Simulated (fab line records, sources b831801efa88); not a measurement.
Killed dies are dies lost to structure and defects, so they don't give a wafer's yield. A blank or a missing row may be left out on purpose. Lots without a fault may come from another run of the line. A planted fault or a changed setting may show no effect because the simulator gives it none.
Which tool did it? | flow sky130 | 12 lots, 36 wafers sampled, at 3 steps of a route of 708

WHAT THE GAUGES READ, wafer by wafer
SKY_VIA2_BOW_MEAS_03.
lot  | measured     | on            | VIA2_BOW (um)
L075 | day 35 19:52 | film_metro-01 | 85 94 87
L077 | day 36 11:01 | film_metro-04 | 87 90 90
L079 | day 36 20:40 | film_metro-01 | 83 91 85
L081 | day 37 14:05 | film_metro-02 | 82 86 91
L083 | day 38 08:10 | film_metro-02 | 82 84 72
L085 | day 38 20:16 | film_metro-02 | 80 83 80
L087 | day 39 10:33 | film_metro-01 | 94 99 97
L089 | day 40 02:11 | film_metro-02 | 92 90 91
L091 | day 40 17:06 | film_metro-04 | 78 84 83
L093 | day 41 02:16 | film_metro-04 | 74 108 83
L095 | day 41 16:21 | film_metro-04 | 99 89 92
L097 | day 42 11:43 | film_metro-02 | 105 99 89

WHICH TOOL RAN EACH LOT (tool, then ch and the chambers of the sampled wafers, then the start)
lot  | SKY_METAL1_DESCUM_17              | SKY_METAL2_METAL_ETCH_19
L075 | rie_metal-01 ch 0,1, day 33 10:11 | rie_metal-02 ch 0,1, day 35 18:40
L077 | rie_metal-02 ch 0,1, day 34 00:56 | rie_metal-04 ch 0,1, day 36 09:47
L079 | rie_metal-01 ch 0,1, day 34 11:46 | rie_metal-01 ch 0,1, day 36 19:28
L081 | rie_metal-03 ch 1, day 35 05:05   | rie_metal-02 ch 0,1, day 37 12:56
L083 | rie_metal-02 ch 0,1, day 35 23:08 | rie_metal-01 ch 0,1, day 38 06:59
L085 | rie_metal-03 ch 0,1, day 36 12:10 | rie_metal-01 ch 0,1, day 38 19:04
L087 | rie_metal-03 ch 0,1, day 37 02:55 | rie_metal-04 ch 0,1, day 39 09:17
L089 | rie_metal-01 ch 0,1, day 37 18:38 | rie_metal-04 ch 0,1, day 40 00:58
L091 | rie_metal-03 ch 0,1, day 38 10:15 | rie_metal-02 ch 0,1, day 40 15:52
L093 | rie_metal-03 ch 0,1, day 38 20:47 | rie_metal-02 ch 0,1, day 41 01:05
L095 | rie_metal-01 ch 0,1, day 39 10:05 | rie_metal-01 ch 0,1, day 41 15:11
L097 | rie_metal-02 ch 0,1, day 40 07:25 | rie_metal-02 ch 0,1, day 42 10:32
- SKY_METAL1_DESCUM_17: chemistry O2, time 8 s.
- SKY_METAL2_METAL_ETCH_19: etches the open film in Cl2/BCl3, stops on SiO2, target depth 360 nm, time 78 s.

THE ANSWER, worked out from the rows above alone
Rule: what is usual is taken from the lots themselves. Put in order of their means at a reading, lots are off if they are a third of the lots or fewer, leave a main group of 4 or more, and stand apart from it by a gap of 3 or more times the standard deviation of the main group's means; of several such gaps the widest counts. A main group whose means are all the same, to the digits that the tables above print for the reading, isn't used. A lot without any number at a reading at which 4 lots or more have one is off too. The other lots that the step has rows for count as sound.
No lot is off at any reading shown: from this, nothing can be told.

WHAT THE SIMULATOR HAD PUT IN
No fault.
